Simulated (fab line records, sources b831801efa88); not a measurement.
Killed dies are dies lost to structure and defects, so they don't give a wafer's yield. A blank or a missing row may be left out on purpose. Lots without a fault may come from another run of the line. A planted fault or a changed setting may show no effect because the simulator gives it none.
fab line records | flow sky130
record lots=13 wafers=39 last_day=50
route steps=708 shown LI_CONTACT@377 METAL4@630 VIA4@659 PASSIVATION@682 PAD_OPEN@708
lots that met no fault: from a run of the same line without faults
start_h: hours from the record's first day to the start of the lot's first wafer shown | wait_h: hours since the lot's step before | " the same as in the row above | L1.1+2: a row that stands for several wafers | - no value, or no start given | * or withheld: withheld | < > ~ a bound
route shown NAME@n: a module of which the file shows steps, and the number in the route of the first | usual: mean/standard deviation of fault-free wafers | same: alike in all rows | chamber/n: place in a boat | sites: the reading at each site | _std_site: their standard deviation | _edge_site: outer sites' mean less inner sites' | radius_mm: how far each site lies from the wafer's centre | mask NAME#n: copy n | behind: the tool/chamber that last shaped the wafer | hold: why the lot was held/for how many hours/how that ended | device: the transistor (n, p or np) that didn't switch | end of line: the same wafers' tests at the end of the route | a step without rows: its recipe alone | killed: dies lost to structure and defects at the first sort, not the wafer's yield | map: a wafer's dies, x killed, . not, _ none there
set.NAME: the setting as run; set.NAME@STEP: as run at that earlier step | model.NAME: the simulator's own value behind a step, which no gauge read
steps of the route over a sample of lots; a table a step, a row a wafer
services: from which hour (start_h, from the record's first day; less than 0 if before it) a tool's chamber was out of use, for how many hours, and why
## steps
# step SKY_LI_CONTACT_ETCH_15
# recipe target=PSG chemistry=C4F8/O2/Ar stop_on=Si taper_deg=4.15 mask_material=KrF-thick source_w=1500 bias_w=1200 pressure_mtorr=40 c4f8_flow_sccm=withheld O2_flow_sccm=6 Ar_flow_sccm=300 time_s=withheld target_depth_a=6000
# usual bias_w=1200/3.5 oes_product_au=0.837/0.0044
# columns lot.wafer tool chamber start_h wait_h bias_w oes_product_au
L197.4 rie_diel-03 2 671.88 0.0 1202 0.836
L197.5 " 0 " " 1200 0.832
L197.6 " 1 " " 1197 0.845
L198.2 rie_diel-01 2 678.43 0.0 1202 0.835
L198.5 " 1 " " 1202 0.837
L198.6 " 0 " " 1197 0.838
L199.1 rie_diel-03 3 686.86 0.0 1200 0.842
L199.5 " 0 " " 1199 0.839
L199.6 " 1 " " 1207 0.834
L202.2 rie_diel-02 2 708.73 0.0 1195 0.832
L202.3 " 1 " " 1202 0.842
L202.4 " 0 " " 1202 0.840
L204.2 rie_diel-01 3 729.08 0.0 1191 0.830
L204.4 " 2 " " 1194 0.836
L204.6 " 2 " " 1195 0.834
L206.2 rie_diel-03 0 745.68 0.0 1202 0.835
L206.3 " 1 " " 1203 0.834
L206.5 " 3 " " 1208 0.838
L205.1 rie_diel-02 1 746.43 0.0 1203 0.836
L205.5 " 3 " " 1196 0.829
L205.6 " 0 " " 1197 0.836
L207.2 rie_diel-01 1 755.88 0.0 1202 0.832
L207.4 " 2 " " 1207 0.841
L207.5 " 3 " " 1198 0.831
L208.1 rie_diel-03 2 770.78 0.0 1198 0.843
L208.3 " 1 " " 1201 0.836
L208.6 " 2 " " 1203 0.834
L212.3 rie_diel-02 2 797.93 0.0 1209 0.841
L212.4 " 0 " " 1197 0.834
L212.5 " 3 " " 1204 0.828
L214.2 rie_diel-01 1 813.01 0.0 1199 0.830
L214.4 " 3 " " 1199 0.840
L214.5 " 2 " " 1196 0.840
L216.1 rie_diel-03 2 838.78 0.0 1203 0.837
L216.2 " 3 " " 1197 0.831
L216.5 " 3 " " 1205 0.835
L218.1 rie_diel-03 3 845.58 0.0 1195 0.833
L218.2 " 1 " " 1204 0.838
L218.4 " 2 " " 1204 0.842
# step SKY_METAL4_OVL_MEAS_14
# usual METAL4_OVL=3/5.2
# columns lot.wafer tool chamber start_h wait_h METAL4_OVL[nm]
L197.4 overlay-01 - 978.35 0.1 9
L197.5 " - " " 6
L197.6 " - " " 3
L198.2 overlay-02 - 986.79 0.1 2
L198.5 " - " " 0
L198.6 " - " " -4
L199.1 overlay-02 - 993.21 0.1 4
L199.5 " - " " 4
L199.6 " - " " 7
L202.2 overlay-01 - 1010.94 0.1 11
L202.3 " - " " 2
L202.4 " - " " 7
L204.2 overlay-01 - 1027.14 0.1 10
L204.4 " - " " 3
L204.6 " - " " 6
L205.1 overlay-01 - 1041.23 0.1 7
L205.5 " - " " 4
L205.6 " - " " 4
L206.2 overlay-02 - 1041.34 0.1 8
L206.3 " - " " 1
L206.5 " - " " 2
L207.2 overlay-02 - 1048.44 0.1 6
L207.4 " - " " 5
L207.5 " - " " 7
L208.1 overlay-02 - 1061.84 0.1 -6
L208.3 " - " " 0
L208.6 " - " " 2
L212.3 overlay-02 - 1083.95 0.1 -2
L212.4 " - " " 1
L212.5 " - " " 5
L214.2 overlay-01 - 1096.61 0.1 4
L214.4 " - " " 5
L214.5 " - " " -5
L216.1 overlay-01 - 1113.79 0.1 10
L216.2 " - " " 13
L216.5 " - " " 8
L218.1 overlay-01 - 1117.96 0.1 1
L218.2 " - " " 4
L218.4 " - " " 7
# step SKY_VIA4_THK_MEAS_20
# recipe thk_meas_gauge=xrf reads=W_of_VIA4_CVD_18
# usual VIA4_W_THK=499/6.7
# columns lot.wafer tool chamber start_h wait_h VIA4_W_THK[nm]
L197.4 film_metro-01 - 1004.99 0.1 508
L197.5 " - " " 510
L197.6 " - " " 506
L198.2 film_metro-04 - 1012.72 0.1 505
L198.5 " - " " 506
L198.6 " - " " 504
L199.1 film_metro-04 - 1018.75 0.1 488
L199.5 " - " " 488
L199.6 " - " " 493
L202.2 film_metro-03 - 1035.38 0.1 497
L202.3 " - " " 500
L202.4 " - " " 500
L204.2 film_metro-03 - 1051.58 0.1 501
L204.4 " - " " 503
L204.6 " - " " 502
L205.1 film_metro-03 - 1065.17 0.1 499
L205.5 " - " " 492
L205.6 " - " " 499
L206.2 film_metro-01 - 1065.53 0.1 510
L206.3 " - " " 514
L206.5 " - " " 514
L207.2 film_metro-03 - 1072.31 0.1 505
L207.4 " - " " 503
L207.5 " - " " 500
L208.1 film_metro-03 - 1085.53 0.1 499
L208.3 " - " " 493
L208.6 " - " " 499
L212.3 film_metro-01 - 1107.42 0.1 508
L212.4 " - " " 508
L212.5 " - " " 511
L214.2 film_metro-04 - 1118.79 0.1 490
L214.4 " - " " 494
L214.5 " - " " 490
L216.1 film_metro-03 - 1135.68 0.1 497
L216.2 " - " " 498
L216.5 " - " " 497
L218.1 film_metro-04 - 1139.12 0.1 500
L218.2 " - " " 508
L218.4 " - " " 505
# step SKY_PASSIVATION_THK_MEAS_01
# recipe reads=SiO2_of_PASSIVATION_CVD_00
# usual PASSIVATION_CVD_00_THK=90.1/1.2
# columns lot.wafer tool chamber start_h wait_h PASSIVATION_CVD_00_THK[nm]
L197.4 film_metro-01 - 1029.11 - 88.7
L197.5 " - " " 88.6
L197.6 " - " " 88.9
L198.2 film_metro-04 - 1036.06 - 89.3
L198.5 " - " " 89.4
L198.6 " - " " 91.7
L199.1 film_metro-04 - 1042.18 - 89.2
L199.5 " - " " 90.6
L199.6 " - " " 89.7
L202.2 film_metro-02 - 1058.06 - 89.5
L202.3 " - " " 88.1
L202.4 " - " " 90.2
L204.2 film_metro-01 - 1074.99 - 91.7
L204.4 " - " " 91.9
L204.6 " - " " 91.6
L205.1 film_metro-04 - 1086.92 - 89.4
L205.5 " - " " 90.9
L205.6 " - " " 90.6
L206.2 film_metro-01 - 1087.64 - 90.4
L206.3 " - " " 89.6
L206.5 " - " " 92.3
L207.2 film_metro-01 - 1094.15 - 90.6
L207.4 " - " " 91.2
L207.5 " - " " 92.1
L208.1 film_metro-02 - 1107.01 - 89.4
L208.3 " - " " 90.6
L208.6 " - " " 91.4
L212.3 film_metro-01 - 1128.63 - 88.9
L212.4 " - " " 91.7
L212.5 " - " " 90.8
L214.2 film_metro-04 - 1138.47 - 89.2
L214.4 " - " " 91.3
L214.5 " - " " 91.6
L216.1 film_metro-02 - 1154.90 - 89.4
L216.2 " - " " 90.6
L216.5 " - " " 91.3
L218.1 film_metro-02 - 1158.10 - 90.7
L218.2 " - " " 90.2
L218.4 " - " " 90.8
# step SKY_PAD_OPEN_PROBE_99
# usual killed_at_M0_to_M3=42/6.6 killed_at_M4_up=3.1/1.9 killed_at_contacts=25/5.7 killed_at_front_end=16/5 killed_at_other=0.2/0.38 killed_dies=86/9.6 killed_open=47/7.2 killed_short=39/6.2
# same gross_dies=492 killed_at_back_side=0
# columns lot.wafer tool chamber start_h wait_h killed_at_M0_to_M3 killed_at_M4_up killed_at_contacts killed_at_front_end killed_at_other killed_dies killed_open killed_short
L214.2 prober-02 - 1177.10 0.1 43 2 54 7 1 107 44 32
L214.4 prober-02 - 1177.20 0.2 36 2 25 11 0 74 36 38
L214.5 prober-02 - 1177.25 0.2 57 3 25 12 0 97 53 41
# killed by level:class
L214.2 LI_CONTACT:unspecified=31 CONTACT:geometric_particle:open=12 METAL1:geometric_particle:short=11 VIA1:geometric_particle:open=9 VIA2:geometric_particle:open=5 VIA3:geometric_particle:open=5 POLY_GATE:geometric_particle:short=4 LI_CONTACT:geometric_particle:open=4
L214.4 CONTACT:geometric_particle:open=7 VIA2:geometric_particle:open=7 VIA1:geometric_particle:open=6 METAL2:geometric_particle:short=6 FIELD_ISO:geometric_particle:short=5 CONTACT:geometric_particle:short=5 LI_CONTACT:geometric_particle:open=5 VIA1:geometric_particle:short=5
L214.5 VIA1:geometric_particle:open=12 VIA3:geometric_particle:open=10 CONTACT:geometric_particle:open=9 VIA2:geometric_particle:open=8 LI_CONTACT:geometric_particle:open=7 LOCAL_INTERCONNECT:geometric_particle:short=6 VIA1:geometric_particle:short=6 METAL1:geometric_particle:short=5
## services
# columns tool chamber start_h hours kind
rie_diel-01 0 655.32 6.9 repair
rie_diel-03 3 664.36 7.1 repair
rie_diel-02 - 684.64 2.8 pm
rie_diel-02 3 688.46 19.5 repair
rie_diel-01 1 689.30 36.2 repair
rie_diel-01 0 690.45 7.3 repair
rie_diel-01 2 711.68 1.6 repair
rie_diel-01 - 714.83 0.4 repair
rie_diel-02 2 720.11 - clean
rie_diel-02 2 720.11 17.8 scheduled_down
rie_diel-02 2 720.11 17.8 vent_cycle
rie_diel-03 0 728.35 3.4 repair
rie_diel-01 3 731.29 - clean
rie_diel-01 3 731.29 17.5 scheduled_down
rie_diel-01 3 731.29 17.5 vent_cycle
rie_diel-01 - 752.74 2.8 pm
rie_diel-02 2 770.18 4.2 repair
rie_diel-01 - 781.69 6.2 repair
rie_diel-01 3 800.19 2.0 repair
rie_diel-02 0 800.22 - clean
rie_diel-02 0 800.22 23.9 scheduled_down
rie_diel-02 0 800.22 23.9 vent_cycle
rie_diel-02 - 805.90 0.4 repair
rie_diel-02 1 820.59 2.9 repair
## key
first_sign step=SKY_PAD_OPEN_PROBE_99 reading=killed_at_contacts direction=up sigmas=5.1 usual=25 struck=54
effect none on later readings
met_at SKY_LI_CONTACT_ETCH_15
struck_lots L214
struck_wafers L214.2
tester_left_out L214
not_acting_at SKY_METAL4_OVL_MEAS_14,SKY_VIA4_THK_MEAS_20,SKY_PASSIVATION_THK_MEAS_01
onset_between 755.88 813.01
fault kind=chamber_particle_source tool=rie_diel-01 chamber=1 onset_h=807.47 steps=SKY_LI_CONTACT_ETCH_15 rate_per_visit_cm2=0.62984 end_h=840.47
# tester_left_out: of these lots the tester's yield and bins aren't shown, on N5 and GAA mostly nor the transistor test; their killed dies are dies lost to structure and defects alone, not to doping, threshold or leakage, so they don't give the yield
